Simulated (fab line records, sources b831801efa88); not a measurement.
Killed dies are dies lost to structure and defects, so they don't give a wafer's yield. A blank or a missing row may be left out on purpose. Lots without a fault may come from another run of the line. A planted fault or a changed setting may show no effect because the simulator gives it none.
One fault seen from 2 desks | flow sky130 | each desk has only its own numbers; what lay behind them comes last

THE METROLOGY DESK
What the gauges read, lot by lot, whatever tool the lot ran on: means of the sampled wafers that have a number. A lot is out of limits, marked OUT, if its mean lies more than 4 standard deviations from the usual mean; the brackets give that distance.
Columns: A = VIA4_HDPCVD_THK at SKY_VIA4_THK_MEAS_01, usual 1754 nm
lot  | first seen here | A
L696 | day 43 05:32    | 1754
L698 | day 43 16:23    | 1745
L709 | day 46 10:49    | 1743
L708 | day 46 11:08    | 1774
L711 | day 46 18:20    | 1755
L712 | day 46 22:40    | 1763
L713 | day 47 06:41    | 1759
L714 | day 47 08:38    | 1786
L715 | day 47 18:41    | 1727
L716 | day 47 21:27    | 1733
L718 | day 48 11:43    | 1756
L719 | day 48 17:38    | 1745
This desk's finding: nothing out of limits on any of the 12 lots.

THE TOOL OWNER'S DESK: litho_track-02
The tool's own readings at SKY_METAL4_DEVELOP_12 (develop time 60 s): means of the sampled wafers that have a number, for each lot that ran on this tool. A lot is out of limits, marked OUT, if its mean lies more than 4 standard deviations from the usual mean; the brackets give that distance.
Columns: A = chill_plate_temp_C at SKY_METAL4_DEVELOP_12, usual 23.00 C
lot  | first seen here | A
L696 | day 43 04:00    | 23.04
L698 | day 43 15:00    | 22.97
L714 | day 47 07:00    | 23.11
L716 | day 47 19:00    | 23.03
L719 | day 48 16:00    | 22.97
This desk's finding: nothing out of limits on any of the 5 lots.

PUT TOGETHER
The metrology desk saw nothing out of limits.
The tool owner's desk saw nothing out of limits.

WHAT THE SIMULATOR HAD PUT IN
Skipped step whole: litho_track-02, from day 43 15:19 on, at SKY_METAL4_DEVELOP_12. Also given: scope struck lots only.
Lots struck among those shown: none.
